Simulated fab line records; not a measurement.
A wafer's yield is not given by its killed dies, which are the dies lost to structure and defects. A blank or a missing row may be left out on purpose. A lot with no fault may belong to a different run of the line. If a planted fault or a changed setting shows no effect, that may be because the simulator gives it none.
Struck lot and sound lot, side by side ; flow gf180mcu ; 21 steps out of a route of 602
Sound: wafers L641.1, L641.3, L641.4. Wafers L653.1, L653.4, L653.5 were the ones struck. At the end, the cause is stated.
Per side, at each step with rows, come the tool, then ch with its chambers, and then its first start. Under that, the readings that differ: sound wafers ; struck wafers ; difference of the means ; sigmas: that difference in standard deviations of wafers without a fault.
alike: words and numbers the same on both sides, and readings whose means are apart by under 2 such deviations; not compared: readings that were withheld, readings missing a value for some wafer, numbers with overlapping values and no deviation given by the record, and bounds like >300 which may hide the same value.
A row with sigmas, a row that says differs or no value, or rows on one side alone: a step with any of these is where the two part. When numbers do not overlap yet have no deviation, they are printed without sigmas and do not part them. A reading that every wafer of one side lacks parts them only if that side has two wafers or more.

first, 3 steps without rows for these wafers: GF_NWELL_EXPOSE_04 (exposes mask Nwell, target cd 860 nm); GF_NWELL_PEB_05; GF_NWELL_DEVELOP_06 (develop time 60 s).
GF_NWELL_OVL_MEAS_07:
  sound: overlay-02 at day 3 11:09; struck: overlay-02 at day 6 00:24
  alike: NWELL_OVL
then, 2 steps without rows for these wafers: GF_NWELL_IMPLANT_08; GF_NWELL_IMPLANT_09.
GF_NWELL_STRIP_10: strips in O2/N2.
  sound on plasma asher-03 ch 0,1, day 3 11:29; struck on plasma asher-04 ch 0,1, day 6 00:44
  alike: drypump motor current A, heater power w, n2 flow sccm, oes product au, strip time to endpoint s
  not compared: rf hours counter h
GF_NWELL_TW_MEAS_11:
  sound: film metro-03 at day 3 11:35; struck: film metro-02 at day 6 00:50
  alike: NWELL_TW
then, 4 steps without rows for these wafers: GF_LVPWELL_DEHYDRATE_00 (time 60 s); GF_LVPWELL_HMDS_01 (prime time 60 s); GF_LVPWELL_COAT_02 (resist thk 3000 nm); GF_LVPWELL_SOFTBAKE_03.
GF_LVPWELL_EXPOSE_04: exposes mask LVPWELL, target cd 600 nm.
  sound on iline stepper-01 ch 0, day 3 18:00; struck on iline stepper-02 ch 0, day 6 08:01
reading;sound;struck;difference;sigmas
mask;LVPWELL#0 LVPWELL#0 LVPWELL#0;MVSD#0 MVSD#0 MVSD#0;differs;
then, 2 steps without rows for these wafers: GF_LVPWELL_PEB_05; GF_LVPWELL_DEVELOP_06 (develop time 60 s).
GF_LVPWELL_OVL_MEAS_07:
  sound: overlay-02 at day 4 00:27; struck: overlay-01 at day 6 15:14
reading;sound;struck;difference;sigmas
LVPWELL_OVL (nm);-2.0 -0.7 -1.8;- - -;no value on the struck wafers;
then, 2 steps without rows for these wafers: GF_LVPWELL_IMPLANT_08; GF_LVPWELL_IMPLANT_09.
GF_LVPWELL_STRIP_10: strips in O2/N2.
  sound on plasma asher-02 ch 0,1, day 4 00:47; struck on plasma asher-03 ch 0,1, day 6 15:35
  alike: drypump motor current A, heater power w, n2 flow sccm, oes product au, strip time to endpoint s
  not compared: rf hours counter h
GF_LVPWELL_TW_MEAS_11:
  sound: film metro-02 at day 4 00:53; struck: film metro-01 at day 6 15:41
reading;sound;struck;difference;sigmas
LVPWELL_TW;567 563 568;30 30 30;-536;-99 or more
then, 1 step without rows for these wafers: GF_MVSD_DEHYDRATE_00 (time 60 s).

WHERE THEY PART
Last at GF_LVPWELL_TW_MEAS_11 as far as this record goes, first at GF_LVPWELL_EXPOSE_04.

WHY: whatever the simulator had introduced
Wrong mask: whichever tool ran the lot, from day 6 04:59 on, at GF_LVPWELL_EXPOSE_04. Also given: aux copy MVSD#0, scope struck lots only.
